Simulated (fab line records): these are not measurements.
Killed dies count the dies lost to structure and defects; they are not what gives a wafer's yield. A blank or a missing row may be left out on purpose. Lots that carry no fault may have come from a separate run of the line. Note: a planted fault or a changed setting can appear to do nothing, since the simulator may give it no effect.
fab line records | flow sfq_line
record: lots: 6 wafers: 16 last_day: 92
route steps=325 shown INCOMING@1 L0@3 L0V@16 M0@28 M8@325
lots that met no fault: taken from a fault-free run of the same line
start_h: the number of hours between the record's first day and the start of the first shown wafer of the lot | wait_h: hours since the lot's step before | " same as the row above | L1.1+2: a single row standing in for several wafers | - no value, or no start was given | * or withheld: withheld | < > ~ a bound
route shown NAME@n: names a module that has steps shown in the file, with the first one's number in the route | usual: the fault-free wafers' mean and standard deviation | same: alike in all rows | chamber/n: place in a boat | sites: the reading at each site | _std_site: the standard deviation of these | _edge_site: inner sites' mean taken away from outer sites' mean | radius_mm: for every site, how far away it sits from the centre of the wafer | mask NAME#n: copy n | behind: the tool/chamber that last shaped the wafer | hold: why the lot went on hold/how many hours it stayed there/how the hold came to an end | device: which transistor (n, p or np) failed to switch | end of line: the same wafers' tests at the end of the route | for a step that has no rows: nothing shown but its recipe | killed: at the first sort, the dies lost to defects and structure; wafer yield is something else | map: dies across one wafer; x = killed, . = not, _ = none there
set.NAME: the run value of the setting; set.NAME@STEP: its run value at that earlier step | model.NAME: the simulator's own value behind a step, which no gauge read
certain route steps with their lots: each step a table, each wafer a row
services: a tool's chamber out of use, with start hour (start_h, from the record's first day; less than 0 if before it), hours out, and reason
== steps ==
step: SFQ_INCOMING_BOW_MEAS_900
recipe: mode: bow
usual: INCOMING_BOW: 1/6.4
columns lot.wafer tool chamber start_h wait_h INCOMING_BOW[um]
L133.3 film_metro-03 - 30.04 - 11
L133.4 " - " " -14
L133.6 " - " " -7
L134.3 film_metro-04 - 35.04 - -7
L134.4 " - " " -8
L134.5 " - " " 1
L140.2 film_metro-03 - 65.02 - 7
L140.5 " - " " -4
L142.2 film_metro-01 - 75.02 - 6
L142.5 " - " " 0
L143.2 film_metro-01 - 80.02 - 3
L143.4 " - " " 5
L143.6 " - " " -3
L151.2 film_metro-01 - 120.02 - 20
L151.5 " - " " 7
L151.6 " - " " -12
step: SFQ_TRILAYER_INCOMING_OXIDATION_002
recipe: temp_c: 1000 ambient: H2O target_thk_a: 5000 p_h2o_torr: 720 ox_time_s: 4939
step: SFQ_TRILAYER_L0_DEP_SPUTTER_003
recipe: material: MoNx_KI base_pressure_pa: 1.33e-06 target_thk_nm: 40 power_w: 800 time_s: 100 chamber_pressure_pa: 0.4
usual: base_pressure_pa: 1.33e-06/9.1e-08 throttle_valve_pct: 29.7/0.64
columns lot.wafer tool chamber start_h wait_h base_pressure_pa throttle_valve_pct model.MoNx_KI_of_TRILAYER_L0_DEP_SPUTTER_003.thk_nm
L133.3 pvd_sputter-06 - 32.49 0.0 1.38e-06 28.6 39.45
L133.4 " - " " 1.25e-06 29.6 40.18
L133.6 " - " " 1.3e-06 28.2 39.63
L134.3 pvd_sputter-03 - 37.49 0.0 1.42e-06 30.5 39.93
L134.4 " - " " 1.33e-06 29.9 39.61
L134.5 " - " " 1.3e-06 29.9 39.88
L140.2 pvd_sputter-06 - 67.49 0.0 1.51e-06 29.6 40.71
L140.5 " - " " 1.29e-06 29.8 22.75
L142.2 pvd_sputter-06 - 77.49 0.0 1.24e-06 28.8 40.55
L142.5 " - " " 1.31e-06 29.5 23.25
L143.2 pvd_sputter-03 - 82.49 0.0 1.27e-06 29.7 39.24
L143.4 " - " " 1.4e-06 29.8 38.98
L143.6 " - " " 1.4e-06 30.0 39.01
L151.2 pvd_sputter-04 - 122.49 0.0 1.29e-06 31.3 39.88
L151.5 " - " " 1.36e-06 30.4 39.82
L151.6 " - " " 1.35e-06 30.2 39.69
step: SFQ_L0_RS_MEAS_901
recipe: thk_meas_gauge: four-point-probe reads: MoNx_KI_of_TRILAYER_L0_DEP_SPUTTER_003
usual: L0_MONX_KI_RS: 43.5/0.47
columns lot.wafer tool chamber start_h wait_h hold L0_MONX_KI_RS[ohm/sq]
L133.3 film_metro-01 - 32.61 0.1 - 44.1
L133.4 " - " " - 43.3
L133.6 " - " " - 43.8
L134.3 film_metro-01 - 37.60 0.1 - 43.6
L134.4 " - " " - 43.9
L134.5 " - " " - 43.7
L140.2 film_metro-02 - 67.58 0.1 await_dispo/0.2h/release 42.7
L140.5 " - " " await_dispo/0.2h/release 76.6
L140.2 film_metro-02 - 67.87 0.3 - 42.7
L140.5 " - " " - 76.5
L142.2 film_metro-02 - 77.58 0.1 await_dispo/0.2h/release 42.9
L142.5 " - " " await_dispo/0.2h/release 74.8
L142.2 film_metro-02 - 77.87 0.3 - 42.9
L142.5 " - " " - 74.8
L143.2 film_metro-01 - 82.58 0.1 - 44.4
L143.4 " - " " - 44.7
L143.6 " - " " - 44.7
L151.2 film_metro-02 - 122.58 0.1 - 43.7
L151.5 " - " " - 43.7
L151.6 " - " " - 43.8
step: SFQ_L0_THK_MEAS_902
recipe: thk_meas_gauge: xrf reads: MoNx_KI_of_TRILAYER_L0_DEP_SPUTTER_003
usual: L0_MONX_KI_THK: 39.6/0.48
columns lot.wafer tool chamber start_h wait_h hold L0_MONX_KI_THK[nm]
L133.3 film_metro-01 - 32.71 0.1 - 39.2
L133.4 " - " " - 40.0
L133.6 " - " " - 39.4
L134.3 film_metro-01 - 37.70 0.1 - 39.6
L134.4 " - " " - 38.9
L134.5 " - " " - 39.6
L140.2 film_metro-02 - 70.76 2.9 await_dispo/0.2h/release 40.1
L140.5 " - " " await_dispo/0.2h/release 22.3
L140.2 film_metro-02 - 70.99 0.2 - 40.3
L140.5 " - " " - 22.5
L142.2 film_metro-02 - 80.67 2.8 await_dispo/0.2h/release 40.0
L142.5 " - " " await_dispo/0.2h/release 23.0
L142.2 film_metro-02 - 80.89 0.2 - 39.9
L142.5 " - " " - 22.9
L143.2 film_metro-01 - 82.69 0.1 - 39.4
L143.4 " - " " - 39.2
L143.6 " - " " - 39.1
L151.2 film_metro-02 - 122.69 0.1 - 39.3
L151.5 " - " " - 39.2
L151.6 " - " " - 39.1
step: SFQ_TRILAYER_L0_LITHO_COAT_005
recipe: resist: KrF spin_rpm: 3000 resist_thk_nm: 600
step: SFQ_TRILAYER_L0_LITHO_SOFTBAKE_009
recipe: temp_c: withheld time_s: withheld resist: KrF
step: SFQ_TRILAYER_L0_LITHO_EXPOSE_006
recipe: mask_id: L0 na: 0.6 source_shape: conventional sigma_outer: 0.65 target_cd_nm: 2000 dose_mj: 14.4
step: SFQ_TRILAYER_L0_LITHO_PEB_008
recipe: peb_temp_c: 115 peb_time_s: 60 resist: KrF
step: SFQ_TRILAYER_L0_LITHO_DEVELOP_007
recipe: time_s: 60 resist: KrF
step: SFQ_TRILAYER_L0_BARC_OPEN_METAL_ETCH_010
recipe: mask_material: PR chemistry: O2 target_depth_nm: 125 target: BARC icp_w: 600 bias_w: 80 pressure_mtorr: 10 time_s: 41.7
usual: chamber_pressure_mTorr: 10.000/0.009 drypump_motor_current_A: 6.0/0.52 oes_product_au: 0.685/0.0041
columns lot.wafer tool chamber start_h wait_h chamber_pressure_mTorr drypump_motor_current_A oes_product_au rf_hours_counter_h
L133.3 rie_metal-02 1 107.68 0.1 10.007 5.9 0.690 -
L133.4 " 0 " " 9.989 6.3 0.693 -
L133.6 " 1 " " 9.994 5.9 0.679 -
L134.3 rie_metal-02 0 112.48 0.1 9.983 6.2 0.688 -
L134.4 " 1 " " 9.995 5.9 0.689 -
L134.5 " 1 " " 9.994 5.9 0.684 -
L140.2 rie_metal-04 0 140.07 0.1 9.996 6.4 0.686 24
L140.5 " 1 " " 10.007 5.2 0.685 -
L142.2 rie_metal-02 0 150.87 0.1 9.997 6.3 0.677 52
L142.5 " 1 " " 9.988 5.9 0.686 -
L143.2 rie_metal-03 0 156.87 0.1 10.002 6.6 0.688 21
L143.4 " 0 " " 9.993 6.6 0.677 -
L143.6 " 0 " " 10.005 6.6 0.680 -
L151.2 rie_metal-04 1 206.51 0.1 9.996 5.2 0.690 29
L151.5 " 1 " " 10.002 5.2 0.690 -
L151.6 " 0 " " 10.022 6.4 0.682 -
step: SFQ_TRILAYER_L0_ETCH_METAL_ETCH_008
recipe: target: MoNx_KI stop_on: SiO2 mask_material: PR chemistry: SF6/O2 target_depth_nm: 50 icp_w: 600 bias_w: 80 pressure_mtorr: 10 time_s: 25
usual: chamber_pressure_mTorr: 9.998/0.0086 drypump_motor_current_A: 6.0/0.52 oes_product_au: 0.874/0.007
columns lot.wafer tool chamber start_h wait_h chamber_pressure_mTorr drypump_motor_current_A oes_product_au rf_hours_counter_h
L133.3 rie_metal-02 1 107.74 0.0 9.995 5.9 0.870 -
L133.4 " 0 " " 9.997 6.3 0.878 -
L133.6 " 1 " " 9.999 5.9 0.861 -
L134.3 rie_metal-02 0 112.54 0.0 9.997 6.2 0.871 -
L134.4 " 1 " " 9.994 5.9 0.868 -
L134.5 " 1 " " 9.991 5.9 0.876 -
L140.2 rie_metal-04 0 140.12 0.0 10.004 6.4 0.886 24
L140.5 " 1 " " 9.990 5.1 0.657 -
L142.2 rie_metal-02 0 150.92 0.0 9.998 6.2 0.887 52
L142.5 " 1 " " 9.996 5.9 0.666 -
L143.2 rie_metal-03 0 156.92 0.0 10.004 6.6 0.863 21
L143.4 " 0 " " 9.994 6.6 0.869 -
L143.6 " 0 " " 9.992 6.6 0.859 -
L151.2 rie_metal-04 1 206.57 0.0 9.985 5.2 0.883 29
L151.5 " 1 " " 9.993 5.1 0.874 -
L151.6 " 0 " " 10.007 6.4 0.873 -
step: SFQ_TRILAYER_L0_STRIP_STRIP_009
recipe: gas: O2 power_w: 200 platen_temp_c: 40 overash_fraction: 0.65 chemistry: O2 pressure_mtorr: 50
usual: chamber_pressure_mTorr: 50.00/0.046 drypump_motor_current_A: 6.0/0.51 oes_product_au: 0.997/0.0084
columns lot.wafer tool chamber start_h wait_h chamber_pressure_mTorr drypump_motor_current_A oes_product_au rf_hours_counter_h
L133.3 rie_metal-02 1 107.97 0.2 50.03 5.9 1.007 -
L133.4 " 0 " " 49.95 6.2 1.020 -
L133.6 " 1 " " 50.03 5.9 1.009 -
L134.3 rie_metal-02 0 112.77 0.2 49.98 6.2 0.994 -
L134.4 " 1 " " 50.02 5.9 0.996 -
L134.5 " 1 " " 50.01 5.9 0.993 -
L140.2 rie_metal-04 0 140.17 0.0 50.10 6.4 0.990 24
L140.5 " 1 " " 49.96 5.1 0.993 -
L142.2 rie_metal-02 0 150.97 0.0 49.97 6.2 0.997 53
L142.5 " 1 " " 49.97 5.9 1.005 -
L143.2 rie_metal-03 0 156.97 0.0 50.04 6.5 0.978 21
L143.4 " 0 " " 50.03 6.6 0.977 -
L143.6 " 0 " " 50.02 6.6 0.977 -
L151.2 rie_metal-04 1 206.62 0.0 50.10 5.2 1.016 29
L151.5 " 1 " " 49.92 5.2 1.016 -
L151.6 " 0 " " 49.99 6.4 0.999 -
step: SFQ_TRILAYER_L0_STRIP_SOLV_CLEAN_010
recipe: chemistry: NMP temp_c: 70 time_s: 600
step: SFQ_TRILAYER_L0_CAP_PECVD_011
recipe: material: SiO2 temp_c: 150 time_s: 13.333 pressure_torr: 2.4 rf_w: 183.3 precursor: SiH4/N2O target_thk_nm: 60
usual: heater_power_outer_w: 31/9.2 heater_power_w: 86/18 showerhead_vpp_V: 843/27 throttle_valve_pct: 25.0/0.69
columns lot.wafer tool chamber start_h wait_h heater_power_outer_w heater_power_w showerhead_vpp_V throttle_valve_pct
L133.3 pecvd-01 2 108.55 0.0 15 59 830 25.6
L133.4 " 1 " " 34 93 817 24.8
L133.6 " 2 " " 16 60 823 25.3
L134.3 pecvd-02 2 113.35 0.0 31 83 881 24.9
L134.4 " 1 " " 39 87 859 23.4
L134.5 " 2 " " 30 83 891 24.8
L140.2 pecvd-03 0 140.95 0.0 33 92 822 25.5
L140.5 " 0 " " 33 97 828 25.5
L142.2 pecvd-03 1 151.75 0.0 36 106 865 25.9
L142.5 " 1 " " 37 106 852 25.7
L143.2 pecvd-03 0 157.75 0.0 41 105 825 25.3
L143.4 " 0 " " 41 107 832 25.3
L143.6 " 1 " " 40 113 849 25.6
L151.2 pecvd-02 0 207.57 0.0 18 60 845 25.5
L151.5 " 0 " " 18 60 832 25.2
L151.6 " 1 " " 35 84 855 23.6
step: SFQ_TRILAYER_L0_VIA_LITHO_COAT_018
recipe: resist: BARC spin_rpm: 3000 resist_thk_nm: 62
step: SFQ_TRILAYER_L0_VIA_LITHO_COAT_013
recipe: resist: KrF spin_rpm: 3000 resist_thk_nm: 650
step: SFQ_TRILAYER_L0_VIA_LITHO_SOFTBAKE_017
recipe: temp_c: withheld time_s: withheld resist: KrF
step: SFQ_TRILAYER_L0_VIA_LITHO_EXPOSE_014
recipe: mask_id: L0V na: 0.6 source_shape: conventional sigma_outer: 0.65 target_cd_nm: 700 dose_mj: 21.3
step: SFQ_TRILAYER_L0_VIA_LITHO_PEB_016
recipe: peb_temp_c: 115 peb_time_s: 60 resist: KrF
step: SFQ_TRILAYER_L0_VIA_LITHO_DEVELOP_015
recipe: time_s: 60 resist: KrF
step: SFQ_L0V_OVL_MEAS_903
usual: L0V_OVL: -1/4.9
columns lot.wafer tool chamber start_h wait_h L0V_OVL[nm]
L133.3 overlay-02 - 190.50 0.1 5
L133.4 " - " " 3
L133.6 " - " " 3
L134.3 overlay-02 - 199.32 0.1 3
L134.4 " - " " -3
L134.5 " - " " 2
L140.2 overlay-02 - 227.02 0.1 -4
L140.5 " - " " -11
L142.2 overlay-01 - 237.82 0.1 4
L142.5 " - " " 4
L143.2 overlay-01 - 246.22 0.1 0
L143.4 " - " " -4
L143.6 " - " " -7
L151.2 overlay-01 - 307.09 0.1 5
L151.5 " - " " -3
L151.6 " - " " 4
step: SFQ_TRILAYER_L0_VIA_BARC_OPEN_VIA_ETCH_021
recipe: mask_material: PR chemistry: O2 target_depth_nm: 125 target: BARC source_w: 500 bias_w: 80 pressure_mtorr: 30 time_s: 41.7
usual: chamber_pressure_mTorr: 29.997/0.027 drypump_motor_current_A: 5.4/0.53 oes_product_au: 0.685/0.0047
columns lot.wafer tool chamber start_h wait_h chamber_pressure_mTorr drypump_motor_current_A oes_product_au rf_hours_counter_h
L133.3 rie_diel-02 3 190.52 0.0 29.999 5.8 0.676 103
L133.4 " 0 " " 30.006 5.5 0.681 -
L133.6 " 3 " " 30.027 5.8 0.675 -
L134.3 rie_diel-03 0 199.35 0.0 29.973 6.5 0.690 5
L134.4 " 2 " " 30.015 5.8 0.681 18
L134.5 " 2 " " 29.992 5.8 0.682 -
L140.2 rie_diel-03 1 227.05 0.0 29.999 5.0 0.683 18
L140.5 " 3 " " 29.981 4.7 0.691 -
L142.2 rie_diel-02 2 237.85 0.0 29.999 5.0 0.689 21
L142.5 " 3 " " 30.022 5.8 0.691 -
L143.2 rie_diel-03 3 246.25 0.0 29.997 4.7 0.688 57
L143.4 " 3 " " 29.988 4.7 0.686 -
L143.6 " 1 " " 29.969 5.0 0.682 -
L151.2 rie_diel-02 0 307.12 0.0 30.038 5.5 0.679 101
L151.5 " 3 " " 30.002 5.8 0.677 -
L151.6 " 2 " " 29.960 5.0 0.680 -
step: SFQ_TRILAYER_L0_VIA_ETCH_VIA_ETCH_016
recipe: target: SiO2 stop_on: MoNx_KI mask_material: PR chemistry: CHF3 target_depth_nm: 80 source_w: 500 bias_w: 80 pressure_mtorr: 30 time_s: withheld
step: SFQ_TRILAYER_L0_VIA_STRIP_STRIP_017
recipe: gas: O2 power_w: 200 platen_temp_c: 40 overash_fraction: 0.65 chemistry: O2 pressure_mtorr: 50
step: SFQ_TRILAYER_L0_VIA_STRIP_SOLV_CLEAN_018
recipe: chemistry: NMP temp_c: 70 time_s: 600
step: SFQ_TRILAYER_M0_DEP_PRE_CLEAN_020
recipe: gas: Ar time_s: 15 bias_v: 250
step: SFQ_TRILAYER_M0_DEP_SPUTTER_019
recipe: material: Nb base_pressure_pa: 1.33e-06 chamber_pressure_pa: 0.1333 substrate_temp_c: 20 resputter_cathode_voltage_v: 400 target_thk_nm: 200 power_w: 2000 time_s: 133.3
usual: base_pressure_pa: 1.33e-06/1.1e-07 resputter_cathode_voltage_v: 400/4.1 throttle_valve_pct: 29.7/0.76
columns lot.wafer tool chamber start_h wait_h base_pressure_pa resputter_cathode_voltage_v throttle_valve_pct
L133.3 pvd_sputter-06 - 191.41 0.0 1.49e-06 397 29.7
L133.4 " - " " 1.21e-06 393 28.7
L133.6 " - " " 1.22e-06 400 29.6
L134.3 pvd_sputter-05 - 200.23 0.0 1.22e-06 404 29.6
L134.4 " - " " 1.19e-06 404 30.0
L134.5 " - " " 1.43e-06 397 28.8
L140.2 pvd_sputter-05 - 227.93 0.0 1.34e-06 401 28.7
L140.5 " - " " 1.47e-06 401 29.6
L142.2 pvd_sputter-04 - 238.73 0.0 1.62e-06 390 31.1
L142.5 " - " " 1.31e-06 400 29.3
L143.2 pvd_sputter-04 - 247.13 0.0 1.33e-06 402 31.1
L143.4 " - " " 1.33e-06 388 30.4
L143.6 " - " " 1.32e-06 405 30.5
L151.2 pvd_sputter-05 - 308.01 0.0 1.42e-06 402 30.2
L151.5 " - " " 1.42e-06 402 28.8
L151.6 " - " " 1.32e-06 403 29.5
step: SFQ_M0_RS_MEAS_904
recipe: thk_meas_gauge: four-point-probe reads: Nb_of_TRILAYER_M0_DEP_SPUTTER_019
usual: M0_NB_RS: 0.892/0.01
columns lot.wafer tool chamber start_h wait_h M0_NB_RS[ohm/sq]
L133.3 film_metro-03 - 191.54 0.1 0.907
L133.4 " - " " 0.907
L133.6 " - " " 0.900
L134.3 film_metro-02 - 200.36 0.1 0.900
L134.4 " - " " 0.896
L134.5 " - " " 0.891
L140.2 film_metro-03 - 228.04 0.1 0.893
L140.5 " - " " 0.899
L142.2 film_metro-02 - 238.84 0.1 0.896
L142.5 " - " " 0.894
L143.2 film_metro-01 - 247.24 0.1 0.886
L143.4 " - " " 0.890
L143.6 " - " " 0.897
L151.2 film_metro-03 - 308.12 0.1 0.902
L151.5 " - " " 0.890
L151.6 " - " " 0.909
step: SFQ_TRILAYER_M0_LITHO_COAT_026
recipe: resist: BARC spin_rpm: 3000 resist_thk_nm: 62
step: SFQ_M8_BOW_MEAS_951
recipe: mode: bow
usual: M8_BOW: 8/13
columns lot.wafer tool chamber start_h wait_h M8_BOW[um] model.etest.l0.ohm_sq model.etest.l0v.link_ohm model.etest.l0.ohm_um
L133.3 film_metro-03 - 1910.95 0.0 22 44.08 45.02 22.04
L133.4 " - " " -3 43.28 44.21 21.64
L133.6 " - " " 4 43.88 44.81 21.95
L134.3 film_metro-04 - 1915.74 0.0 -2 43.55 44.48 21.77
L134.4 " - " " -3 43.9 44.83 21.95
L134.5 " - " " 7 43.61 44.53 21.8
L140.2 film_metro-03 - 1938.77 0.0 25 42.71 43.63 21.35
L140.5 " - " " 14 76.44 77.37 38.23
L143.2 film_metro-04 - 1944.20 0.0 16 44.32 45.23 22.17
L143.4 " - " " 18 44.61 45.53 22.32
L143.6 " - " " 9 44.58 45.51 22.31
L142.2 film_metro-02 - 1945.70 0.0 -3 42.89 43.81 21.44
L142.5 " - " " -10 74.8 75.73 37.39
L151.2 film_metro-02 - 2208.96 0.0 13 43.61 44.53 21.8
L151.5 " - " " 0 43.67 44.59 21.83
L151.6 " - " " -18 43.82 44.76 21.94
== services ==
columns tool chamber start_h hours kind
rie_diel-03 1 12.89 3.1 repair
rie_diel-02 1 39.37 4.9 repair
pvd_sputter-06 - 53.36 3.1 repair
rie_diel-03 - 60.98 2.5 repair
rie_diel-03 0 82.33 7.1 repair
rie_metal-04 - 83.50 0.7 repair
rie_diel-03 - 104.75 2.8 pm
pvd_sputter-05 - 120.05 2.0 repair
rie_metal-04 - 122.35 2.8 pm
rie_diel-03 2 127.90 6.5 repair
rie_metal-03 - 128.40 0.9 repair
rie_diel-02 - 131.54 15.6 pm
rie_metal-02 1 134.63 2.8 repair
rie_metal-02 0 136.72 4.3 repair
rie_diel-03 2 144.82 1.8 repair
rie_diel-02 2 150.39 52.5 repair
rie_diel-03 0 166.15 1.6 repair
rie_metal-04 1 166.51 7.1 repair
rie_diel-03 - 166.93 0.7 repair
rie_metal-02 - 172.43 0.8 repair
rie_diel-02 0 198.23 2.0 repair
pvd_sputter-06 - 244.28 5.7 repair
rie_metal-02 - 253.29 14.6 pm
rie_metal-04 - 259.33 0.8 repair
== key ==
first_sign: step: SFQ_L0_RS_MEAS_901 reading: visit direction: added
effect: step: SFQ_L0_RS_MEAS_901 reading: L0_MONX_KI_RS direction: up sigmas: 69 usual: 43.5 struck: 75.7
effect: step: SFQ_L0_THK_MEAS_902 reading: visit direction: added
effect: step: SFQ_L0_THK_MEAS_902 reading: L0_MONX_KI_THK direction: down sigmas: 36 usual: 39.6 struck: 22.6
effect: step: SFQ_TRILAYER_L0_ETCH_METAL_ETCH_008 reading: oes_product_au direction: down sigmas: 30 usual: 0.874 struck: 0.662
model_effect: step: SFQ_TRILAYER_L0_DEP_SPUTTER_003 value: MoNx_KI_of_TRILAYER_L0_DEP_SPUTTER_003.thk_nm without: 40.34 struck: 23
model_effect: step: SFQ_M8_BOW_MEAS_951 value: etest.l0.ohm_sq without: 43.11 struck: 75.62
met_at SFQ_TRILAYER_L0_DEP_SPUTTER_003
struck_wafers L140.5,L142.5
onset_between 32.49 67.49
fault: kind: process_parameter_drift tool: pvd_sputter-06 chamber: - onset_h: 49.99 steps: SFQ_TRILAYER_L0_DEP_SPUTTER_003 channel: target_thk_nm offset: -17.342 shape: step end_h: 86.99 scope: struck_wafers_only acts_in: these_recipes_only stated: 40
